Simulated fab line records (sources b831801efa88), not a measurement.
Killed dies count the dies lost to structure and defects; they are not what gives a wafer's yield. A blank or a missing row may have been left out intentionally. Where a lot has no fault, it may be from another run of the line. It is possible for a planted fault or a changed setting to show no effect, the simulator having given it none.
Split-lot trial :: flow gf180mcu :: 23 wafers read across 5 lots, on a route 602 steps long

ON THE SPLIT
At GF_STI_CVD_23 (deposits SiO2, target thk 650 nm, time 108.3 s), the setting sih4 flow sccm was moved away from the recipe's 60 sccm on 6 of the 23 wafers read, by -6.2% to -4.8%. All remaining wafers had this setting at the recipe value.

Between the split and the reading, the file records no step.

THE READING
STI_CVD_23_THK at GF_STI_THK_MEAS_24, in nm. On this fab line, fault-free wafers typically give 653 nm with a standard deviation of 5.6 nm.

wafer: L075.1
tool, chamber at the split: hdpcvd-01, 1
sih4 flow sccm as run, sccm: 57.11
against the recipe: -4.8%
STI_CVD_23_THK, nm: 619
against lot-mates on the recipe: -37

wafer: L075.2
tool, chamber at the split: hdpcvd-01, 2
sih4 flow sccm as run, sccm: 60
against the recipe: recipe
STI_CVD_23_THK, nm: 657
against lot-mates on the recipe: -

wafer: L075.3
tool, chamber at the split: hdpcvd-01, 0
sih4 flow sccm as run, sccm: 57.11
against the recipe: -4.8%
STI_CVD_23_THK, nm: 619
against lot-mates on the recipe: -37

wafer: L075.5
tool, chamber at the split: hdpcvd-01, 2
sih4 flow sccm as run, sccm: 60
against the recipe: recipe
STI_CVD_23_THK, nm: 655
against lot-mates on the recipe: -

wafer: L075.6
tool, chamber at the split: hdpcvd-01, 1
sih4 flow sccm as run, sccm: 57.11
against the recipe: -4.8%
STI_CVD_23_THK, nm: 613
against lot-mates on the recipe: -43

wafer: L076.1
tool, chamber at the split: hdpcvd-01, 0
sih4 flow sccm as run, sccm: 60
against the recipe: recipe
STI_CVD_23_THK, nm: 657
against lot-mates on the recipe: -

wafer: L076.2
tool, chamber at the split: hdpcvd-01, 2
sih4 flow sccm as run, sccm: 60
against the recipe: recipe
STI_CVD_23_THK, nm: 656
against lot-mates on the recipe: -

wafer: L076.3
tool, chamber at the split: hdpcvd-01, 1
sih4 flow sccm as run, sccm: 60
against the recipe: recipe
STI_CVD_23_THK, nm: 659
against lot-mates on the recipe: -

wafer: L076.5
tool, chamber at the split: hdpcvd-01, 1
sih4 flow sccm as run, sccm: 60
against the recipe: recipe
STI_CVD_23_THK, nm: 657
against lot-mates on the recipe: -

wafer: L076.6
tool, chamber at the split: hdpcvd-01, 0
sih4 flow sccm as run, sccm: 60
against the recipe: recipe
STI_CVD_23_THK, nm: 659
against lot-mates on the recipe: -

wafer: L079.1
tool, chamber at the split: hdpcvd-02, 0
sih4 flow sccm as run, sccm: 60
against the recipe: recipe
STI_CVD_23_THK, nm: 655
against lot-mates on the recipe: -

wafer: L079.2
tool, chamber at the split: hdpcvd-02, 2
sih4 flow sccm as run, sccm: 56.29
against the recipe: -6.2%
STI_CVD_23_THK, nm: 613
against lot-mates on the recipe: -38

wafer: L079.3
tool, chamber at the split: hdpcvd-02, 1
sih4 flow sccm as run, sccm: 60
against the recipe: recipe
STI_CVD_23_THK, nm: 648
against lot-mates on the recipe: -

wafer: L079.4
tool, chamber at the split: hdpcvd-02, 1
sih4 flow sccm as run, sccm: 56.29
against the recipe: -6.2%
STI_CVD_23_THK, nm: 609
against lot-mates on the recipe: -42

wafer: L079.5
tool, chamber at the split: hdpcvd-02, 2
sih4 flow sccm as run, sccm: 56.29
against the recipe: -6.2%
STI_CVD_23_THK, nm: 614
against lot-mates on the recipe: -38

wafer: L080.1
tool, chamber at the split: hdpcvd-02, 2
sih4 flow sccm as run, sccm: 60
against the recipe: recipe
STI_CVD_23_THK, nm: 652
against lot-mates on the recipe: -

wafer: L080.2
tool, chamber at the split: hdpcvd-02, 1
sih4 flow sccm as run, sccm: 60
against the recipe: recipe
STI_CVD_23_THK, nm: 647
against lot-mates on the recipe: -

wafer: L080.6
tool, chamber at the split: hdpcvd-02, 1
sih4 flow sccm as run, sccm: 60
against the recipe: recipe
STI_CVD_23_THK, nm: 650
against lot-mates on the recipe: -

wafer: L085.1
tool, chamber at the split: hdpcvd-01, 0
sih4 flow sccm as run, sccm: 60
against the recipe: recipe
STI_CVD_23_THK, nm: 644
against lot-mates on the recipe: -

wafer: L085.2
tool, chamber at the split: hdpcvd-01, 2
sih4 flow sccm as run, sccm: 60
against the recipe: recipe
STI_CVD_23_THK, nm: 653
against lot-mates on the recipe: -

wafer: L085.4
tool, chamber at the split: hdpcvd-01, 1
sih4 flow sccm as run, sccm: 60
against the recipe: recipe
STI_CVD_23_THK, nm: 644
against lot-mates on the recipe: -

wafer: L085.5
tool, chamber at the split: hdpcvd-01, 2
sih4 flow sccm as run, sccm: 60
against the recipe: recipe
STI_CVD_23_THK, nm: 643
against lot-mates on the recipe: -

wafer: L085.6
tool, chamber at the split: hdpcvd-01, 0
sih4 flow sccm as run, sccm: 60
against the recipe: recipe
STI_CVD_23_THK, nm: 646
against lot-mates on the recipe: -

FIT RESULTS
A straight line over all 23 wafers: STI_CVD_23_THK changes by +6.73 nm for each +1% of sih4 flow sccm; r = +0.96; the points scatter about the line by 5.2 nm.
The same after taking each lot's own level away (the mean of its wafers on the recipe; 23 wafers): +7 nm for each +1%; r = +0.98; scatter 3.6 nm.
On that fit, the largest move of sih4 flow sccm shifts the reading by 43 nm.
Measured against the standard deviation above, the lots' own levels, which go from 646.0 to 657.6 nm, span 2.1 times it.
The two slopes agree, so the slope changes little with the lot-to-lot level.
Check: -44.8 nm against its lot-mates is what the line predicts for one of the wafers moved furthest among these (-6.2%) when that wafer is left out of the fit. Against them it came out at -38.5 nm.

OTHER SPLITS APPLIED TO THESE WAFERS
Note: prior to the reading, these wafers also went through further splits. Each is held against what the fit with the lots' levels taken away leaves over:
other split on the same wafers: GF_STI_CVD_03 temp c
wafers away from the commonest value: 15
r with STI_CVD_23_THK (lot level and that fit taken away): -0.50

other split on the same wafers: GF_STI_PEB_10 peb temp c
wafers away from the commonest value: 11
r with STI_CVD_23_THK (lot level and that fit taken away): -0.17

THE WHOLE CHAIN: every reading that the file lists as answering this split, in the file's order
step: GF_STI_CVD_23
what it does: deposits SiO2, target thk 650 nm, time 108.3 s
reading: SiO2_of_STI_CVD_23.thk nm (the simulator's own value, which no gauge read)
change (the file's fit): +7.02 nm for each +1% of the setting
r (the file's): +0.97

step: GF_STI_THK_MEAS_24
what it does: 
reading: STI_CVD_23_THK
change (the file's fit): +7.02 for each +1% of the setting
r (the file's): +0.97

FILE'S OWN FIT
STI_CVD_23_THK changes by +7.02 nm for each +1% of sih4 flow sccm, r = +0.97.
